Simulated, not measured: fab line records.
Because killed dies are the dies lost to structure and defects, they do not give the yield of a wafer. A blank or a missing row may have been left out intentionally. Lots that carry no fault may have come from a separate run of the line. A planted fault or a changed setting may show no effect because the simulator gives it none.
Which tool is to blame? + flow sky130 + 30 wafers from 10 lots sampled at 5 of the route's 708 steps

## WHAT EACH GAUGE READ, for each wafer
SKY_VIA3_THK_MEAS_01.
| lot  | measured     | on            | VIA3_HDPCVD_THK (nm) |
|------|--------------|---------------|----------------------|
| L861 | day 39 10:14 | film_metro-02 | 1624 1620 1623       |
| L862 | day 40 00:57 | film_metro-03 | 1625 1657 1659       |
| L867 | day 41 11:28 | film_metro-04 | 1641 1617 1627       |
| L869 | day 41 20:19 | film_metro-04 | 1627 1628 1617       |
| L871 | day 42 16:08 | film_metro-03 | 1642 1631 1645       |
| L876 | day 43 19:20 | film_metro-04 | 1646 1642 1618       |
| L878 | day 44 04:58 | film_metro-03 | 1639 1650 1628       |
| L879 | day 44 12:46 | film_metro-02 | 1647 1647 1616       |
| L880 | day 44 18:49 | film_metro-02 | 1613 1607 1612       |
| L881 | day 45 01:58 | film_metro-02 | 1677 1650 1637       |

SKY_PASSIVATION_THK_MEAS_03.
| lot  | measured     | on            | PASSIVATION_CVD_02_THK (nm) |
|------|--------------|---------------|-----------------------------|
| L861 | day 44 15:23 | film_metro-04 | 531 548 545                 |
| L862 | day 45 05:10 | film_metro-02 | 535 541 542                 |
| L867 | day 46 09:38 | film_metro-02 | 545 394 403                 |
| L869 | day 46 16:53 | film_metro-03 | 398 529 399                 |
| L871 | day 47 12:07 | film_metro-04 | 529 527 536                 |
| L876 | day 48 10:32 | film_metro-03 | 535 541 543                 |
| L878 | day 48 19:01 | film_metro-04 | 538 540 547                 |
| L879 | day 48 23:01 | film_metro-04 | 544 546 557                 |
| L880 | day 49 06:41 | film_metro-03 | 529 542 531                 |
| L881 | day 49 11:06 | film_metro-02 | 530 530 535                 |

## EACH LOT AND THE TOOL THAT RAN IT (in order: tool; ch and the chambers of the sampled wafers; start)
| lot  | SKY_METAL3_METAL_ETCH_18          | SKY_PASSIVATION_CVD_00          | SKY_PASSIVATION_CVD_02          |
|------|-----------------------------------|---------------------------------|---------------------------------|
| L861 | rie_metal-02 ch 1, day 39 09:16   | pecvd-01 ch 0,1, day 44 15:05   | pecvd-03 ch 0,1, day 44 15:10   |
| L862 | rie_metal-01 ch 0,1, day 39 23:56 | pecvd-03 ch 0,1,2, day 45 04:52 | pecvd-02 ch 1,2, day 45 04:56   |
| L867 | rie_metal-02 ch 1, day 41 10:31   | pecvd-01 ch 0,2, day 46 09:20   | pecvd-02 ch 1,2, day 46 09:25   |
| L869 | rie_metal-02 ch 0,1, day 41 19:20 | pecvd-03 ch 0,1, day 46 16:35   | pecvd-02 ch 0,1, day 46 16:40   |
| L871 | rie_metal-02 ch 0, day 42 15:01   | pecvd-02 ch 0,1,2, day 47 11:49 | pecvd-03 ch 0,1,2, day 47 11:54 |
| L876 | rie_metal-02 ch 0,1, day 43 18:17 | pecvd-02 ch 1,2, day 48 10:07   | pecvd-01 ch 0,2, day 48 10:11   |
| L878 | rie_metal-01 ch 0,1, day 44 04:02 | pecvd-03 ch 0,1, day 48 18:43   | pecvd-02 ch 0,2, day 48 18:47   |
| L879 | rie_metal-01 ch 0,1, day 44 11:50 | pecvd-01 ch 0,1,2, day 48 22:43 | pecvd-02 ch 0,2, day 48 22:47   |
| L880 | rie_metal-01 ch 0,1, day 44 17:53 | pecvd-02 ch 0,2, day 49 06:22   | pecvd-01 ch 0,1, day 49 06:26   |
| L881 | rie_metal-04 ch 0,1, day 45 01:01 | pecvd-02 ch 0,1,2, day 49 10:47 | pecvd-03 ch 0,1, day 49 10:52   |
- SKY_METAL3_METAL_ETCH_18: etches the open film in Cl2/BCl3, stops on SiO2, target depth 845 nm, time 183.1 s.
- SKY_PASSIVATION_CVD_00: deposits SiO2, target thk 90 nm.
- SKY_PASSIVATION_CVD_02: deposits Si3N4, target thk 540 nm.

## AS READ BY THE TOOLS THEMSELVES (means over the sampled wafers that have a number; for cases with no such wafer, the mark the record gives instead)
SKY_METAL3_METAL_ETCH_18.
| lot  | tool         | bcl3_flow_sccm (sccm) | drypump_motor_current_A (A) | oes_product_au (a.u.) | throttle_valve_pct (%) |
|------|--------------|-----------------------|-----------------------------|-----------------------|------------------------|
| L861 | rie_metal-02 | 29.98                 | 5.60                        | 0.874                 | 22.262                 |
| L862 | rie_metal-01 | 30.04                 | 5.60                        | 0.867                 | 22.257                 |
| L867 | rie_metal-02 | 29.94                 | 5.58                        | 0.867                 | 22.259                 |
| L869 | rie_metal-02 | 29.93                 | 5.30                        | 0.855                 | 22.275                 |
| L871 | rie_metal-02 | 30.09                 | 5.15                        | 0.871                 | 22.258                 |
| L876 | rie_metal-02 | 30.05                 | 5.31                        | 0.858                 | 22.259                 |
| L878 | rie_metal-01 | 30.01                 | 5.69                        | 0.868                 | 22.263                 |
| L879 | rie_metal-01 | 30.01                 | 5.60                        | 0.867                 | 22.266                 |
| L880 | rie_metal-01 | 29.99                 | 5.61                        | 0.861                 | 22.269                 |
| L881 | rie_metal-04 | 30.03                 | 5.54                        | 0.863                 | 22.260                 |

SKY_PASSIVATION_CVD_00.
| lot  | tool     | heater_power_w (W) |
|------|----------|--------------------|
| L861 | pecvd-01 | 648                |
| L862 | pecvd-03 | 686                |
| L867 | pecvd-01 | 752                |
| L869 | pecvd-03 | 785                |
| L871 | pecvd-02 | 619                |
| L876 | pecvd-02 | 678                |
| L878 | pecvd-03 | 735                |
| L879 | pecvd-01 | 703                |
| L880 | pecvd-02 | 715                |
| L881 | pecvd-02 | 676                |

SKY_PASSIVATION_CVD_02.
| lot  | tool     | heater_power_w (W) |
|------|----------|--------------------|
| L861 | pecvd-03 | 787                |
| L862 | pecvd-02 | 759                |
| L867 | pecvd-02 | 707                |
| L869 | pecvd-02 | 654                |
| L871 | pecvd-03 | 760                |
| L876 | pecvd-01 | 764                |
| L878 | pecvd-02 | 694                |
| L879 | pecvd-02 | 767                |
| L880 | pecvd-01 | 684                |
| L881 | pecvd-03 | 782                |

## THE ANSWER, worked out from the rows above alone
Rule: usual is defined by the lots themselves. Put in order of their means at a reading, lots are off if they are a third of the lots or fewer, leave a main group of 4 or more, and stand apart from it by a gap of 3 or more times the standard deviation of the main group's means; of several such gaps the widest counts. A main group whose means are all the same, to the digits that the tables above print for the reading, isn't used. A lot without any number at a reading at which 4 lots or more have one is off too. Any other lot the step has rows for is counted as sound. After the gauges, taken in route order, come the tools' own readings; for these a lot's mean is taken, as printed above. At the first step where some lot is off, the reading lying furthest off is the one used; lots without a number count as furthest.
Off: at SKY_PASSIVATION_THK_MEAS_03 (PASSIVATION_CVD_02_THK), L867, L869. Main group: mean 538 nm, sd 5.7.
If a tool, at a process step before that reading, ran all the lots that are off and no sound lot after the first of them, it fits. Those tools and the gauges at SKY_PASSIVATION_THK_MEAS_03 are tried in the same way. None of those tried fits.

## WHAT WAS PUT IN BY THE SIMULATOR
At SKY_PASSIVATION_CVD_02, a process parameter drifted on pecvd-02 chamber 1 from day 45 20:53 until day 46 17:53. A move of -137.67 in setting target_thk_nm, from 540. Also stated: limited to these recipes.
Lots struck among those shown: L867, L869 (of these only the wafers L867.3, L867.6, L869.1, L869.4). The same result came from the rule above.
